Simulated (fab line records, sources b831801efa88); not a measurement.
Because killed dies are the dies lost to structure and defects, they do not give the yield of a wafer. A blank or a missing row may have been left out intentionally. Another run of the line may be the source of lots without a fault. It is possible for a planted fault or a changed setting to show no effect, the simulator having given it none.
A lot that was struck, set against a sound lot :: flow sky130 :: 17 out of 708 route steps
Sound: the wafers L127.1, L127.5, L127.6. Struck: wafer L133.5. (L133.2 of the same lot was not struck and is left out.) The cause comes at the end.
Each step with rows lists, per side, the tool, then ch with its chambers, then its first start. Under that, the readings that differ: sound wafers :: struck wafers :: difference of the means :: sigmas: that difference in standard deviations of wafers without a fault.
alike: readings whose means differ by less than 2 such deviations, and words and numbers that are the same on both sides. not compared: withheld readings, readings that some wafer has no value for, bounds like >300 that may hide the same value, and numbers for which the record gives no deviation and whose values overlap.
The two part at a step that has a row with sigmas, a row that says differs or no value, or rows on one side only. Non-overlapping numbers with no deviation appear without sigmas and do not part them. Lack of a reading on every wafer of one side parts them only where that side has two or more wafers.

first, 1 step without rows for these wafers: SKY_VT_ADJUST_NCORE_IMPLANT_09.
SKY_VT_ADJUST_NCORE_STRIP_10: strips in O2/N2.
  sound on plasma_asher-02 ch 0,1, day 10 05:41; struck on plasma_asher-03 ch 1, day 12 03:19
  alike: drypump_motor_current_A, oes_product_au, strip_time_to_endpoint_s
  not compared: rf_hours_counter_h
SKY_VT_ADJUST_NCORE_TW_MEAS_11:
  sound: film_metro-04 at day 10 05:47; struck: film_metro-04 at day 12 03:25
  alike: VT_ADJUST_NCORE_TW
then, 7 steps without rows for these wafers: SKY_VT_ADJUST_HVTR_DEHYDRATE_00 (time 60 s); SKY_VT_ADJUST_HVTR_HMDS_01 (prime time 60 s); SKY_VT_ADJUST_HVTR_COAT_02 (resist thk 1140 nm); SKY_VT_ADJUST_HVTR_SOFTBAKE_03 (time 60 s); SKY_VT_ADJUST_HVTR_EXPOSE_04 (exposes mask HVTRM, target cd 380 nm); SKY_VT_ADJUST_HVTR_PEB_05; SKY_VT_ADJUST_HVTR_DEVELOP_06 (develop time 60 s).
SKY_VT_ADJUST_HVTR_CD_MEAS_07 targets a cd of 380 nm.
  sound: cd_sem-01 at day 11 05:01; struck: cd_sem-02 at day 13 03:08
reading: cd_nm (nm)
sound: 379.3 377.2 381.0
struck: 385.2
difference: +6.0
sigmas: +2
SKY_VT_ADJUST_HVTR_OVL_MEAS_08:
  sound: overlay-01 at day 11 05:08; struck: overlay-02 at day 13 03:14
  alike: VT_ADJUST_HVTR_OVL
SKY_VT_ADJUST_HVTR_IMPLANT_09:
  sound on implanter-03 ch 0, day 11 05:10; struck on implanter-03 ch 0, day 13 03:18
reading: beam_on_s (s)
sound: 10.00 9.89 10.18
struck: 7.86
difference: -2.16
sigmas: -11

reading: faraday_current_uA
sound: 11.77 12.00 11.63
struck: 15.06
difference: +3.26
sigmas: +14
SKY_VT_ADJUST_HVTR_STRIP_10: strips in O2/N2.
  sound on plasma_asher-04 ch 0,1, day 11 05:19; struck on plasma_asher-04 ch 0, day 13 03:25
  alike: drypump_motor_current_A, oes_product_au, strip_time_to_endpoint_s
  not compared: rf_hours_counter_h
SKY_VT_ADJUST_HVTR_TW_MEAS_11:
  sound: film_metro-04 at day 11 05:25; struck: film_metro-04 at day 13 03:32
reading: VT_ADJUST_HVTR_TW
sound: 211.8 210.6 211.5
struck: 197.4
difference: -13.9
sigmas: -8
then, 1 step without rows for these wafers: SKY_VT_ADJUST_PCH_DEHYDRATE_00 (time 60 s).
-- record jumps: 36 days separate the struck wafers' starts on either side; left off in module VT_ADJUST_PCH, taken up again in module PAD_OPEN, whose first shown step is the route's number 708 --
SKY_PAD_OPEN_PROBE_99:
  sound: prober-01 at day 47 04:17; struck: prober-02 at day 48 17:43
reading: killed_at_M0_to_M3
sound: 43 43 39
struck: 58
difference: +16
sigmas: +2

reading: model.etest.pfet_01v8_mvt.drive_ua_um
sound: 153.4 154.9 155.5
struck: 138.3
difference: -16.3
sigmas: 

reading: model.etest.pfet_01v8_mvt.off_log10_a_um
sound: -10.39 -10.37 -10.4
struck: -11.91
difference: -1.52
sigmas: 

reading: model.etest.pfet_01v8_mvt.vt_sat_v (V)
sound: -0.546 -0.5405 -0.5473
struck: -0.6549
difference: -0.1103
sigmas: 

reading: model.etest.pfet_01v8_mvt.vt_v (V)
sound: -0.6343 -0.6294 -0.6366
struck: -0.7282
difference: -0.0948
sigmas: 

reading: model.etest.pfet_01v8_mvt.vt_long_v (V)
sound: -0.8462 -0.8432 -0.8448
struck: -0.9254
difference: -0.0807
sigmas: 
  alike: killed_at_M4_up, killed_at_contacts, killed_at_front_end, killed_at_other, killed_dies, killed_open, killed_short

## WHERE THEY PART
At SKY_VT_ADJUST_HVTR_CD_MEAS_07 first; at SKY_PAD_OPEN_PROBE_99 last (within this record only).

WHY: whatever the simulator had introduced
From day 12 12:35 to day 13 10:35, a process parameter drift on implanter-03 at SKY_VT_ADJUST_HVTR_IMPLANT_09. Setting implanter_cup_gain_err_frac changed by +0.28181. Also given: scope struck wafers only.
